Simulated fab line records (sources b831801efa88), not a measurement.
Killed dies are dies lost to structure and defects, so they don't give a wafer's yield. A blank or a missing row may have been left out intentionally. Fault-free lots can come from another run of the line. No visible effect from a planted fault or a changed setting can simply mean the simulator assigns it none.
Matching of chambers / flow sky130 / 4 sister chambers for SKY_METAL4_ETCH_17 on rie diel-02
The step etches SiO2 in C4F8/O2/Ar, stops on TiN, time 3.9 s, target depth 15 nm. 8 wafers are shown with their chamber, then 10 later ones without.

## WAFERS PAIRED WITH THEIR CHAMBERS
wafer=L077.3; chamber=3; bias w (W)=1198; oes product au (a.u.)=0.760
wafer=L080.1; chamber=1; bias w (W)=1196; oes product au (a.u.)=0.743
wafer=L082.1; chamber=3; bias w (W)=1201; oes product au (a.u.)=0.732
wafer=L086.1; chamber=2; bias w (W)=1208; oes product au (a.u.)=0.737
wafer=L086.3; chamber=0; bias w (W)=1198; oes product au (a.u.)=0.759
wafer=L086.6; chamber=1; bias w (W)=1195; oes product au (a.u.)=0.746
wafer=L088.1; chamber=0; bias w (W)=1200; oes product au (a.u.)=0.749
wafer=L088.3; chamber=2; bias w (W)=1198; oes product au (a.u.)=0.741

## WAFERS WITH NO CHAMBER GIVEN
wafer=L088.6; bias w (W)=1204; oes product au (a.u.)=0.751
wafer=L089.1; bias w (W)=1204; oes product au (a.u.)=0.747
wafer=L089.2; bias w (W)=1205; oes product au (a.u.)=0.739
wafer=L089.3; bias w (W)=1201; oes product au (a.u.)=0.752
wafer=L092.1; bias w (W)=1201; oes product au (a.u.)=0.751
wafer=L092.2; bias w (W)=1201; oes product au (a.u.)=0.756
wafer=L092.6; bias w (W)=1201; oes product au (a.u.)=0.766
wafer=L097.1; bias w (W)=1204; oes product au (a.u.)=0.763
wafer=L097.4; bias w (W)=1201; oes product au (a.u.)=0.751
wafer=L097.5; bias w (W)=1197; oes product au (a.u.)=0.764

## THE CHAMBER EACH PASSED THROUGH
wafer=L088.6; from the rows above=can't be placed: 2 or 3 or 0 or 1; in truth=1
wafer=L089.1; from the rows above=can't be placed: 2 or 3 or 0 or 1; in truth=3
wafer=L089.2; from the rows above=can't be placed: 2 or 3 or 0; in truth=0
wafer=L089.3; from the rows above=can't be placed: 0 or 3 or 2 or 1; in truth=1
wafer=L092.1; from the rows above=can't be placed: 0 or 3 or 2 or 1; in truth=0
wafer=L092.2; from the rows above=can't be placed: 0 or 3 or 2 or 1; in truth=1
wafer=L092.6; from the rows above=can't be placed: 0 or 3 or 1 or 2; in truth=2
wafer=L097.1; from the rows above=can't be placed: 0 or 3 or 2 or 1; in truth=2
wafer=L097.4; from the rows above=can't be placed: 0 or 3 or 2 or 1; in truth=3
wafer=L097.5; from the rows above=can't be placed: 0 or 3 or 1 or 2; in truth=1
Correct placement for 0 of the 10. Unplaceable from these rows: 10, with the true chamber sitting among the candidates in 10. Number placed wrongly: 0.
How it was worked out, from the rows above alone: a wafer's distance from a chamber is the root of the sum, over the readings, of the square of ((its reading less the chamber's mean) divided by the reading's scatter). If the next closest chamber is less than 2 further off than the closest, the wafer can't be placed; otherwise it belongs to the closest. Each chamber's mean is taken over the wafers shown for it. The scatter: take each reading less its chamber's mean, square it, sum over the shown wafers, divide by the number of wafers less the number of chambers, and take the root.
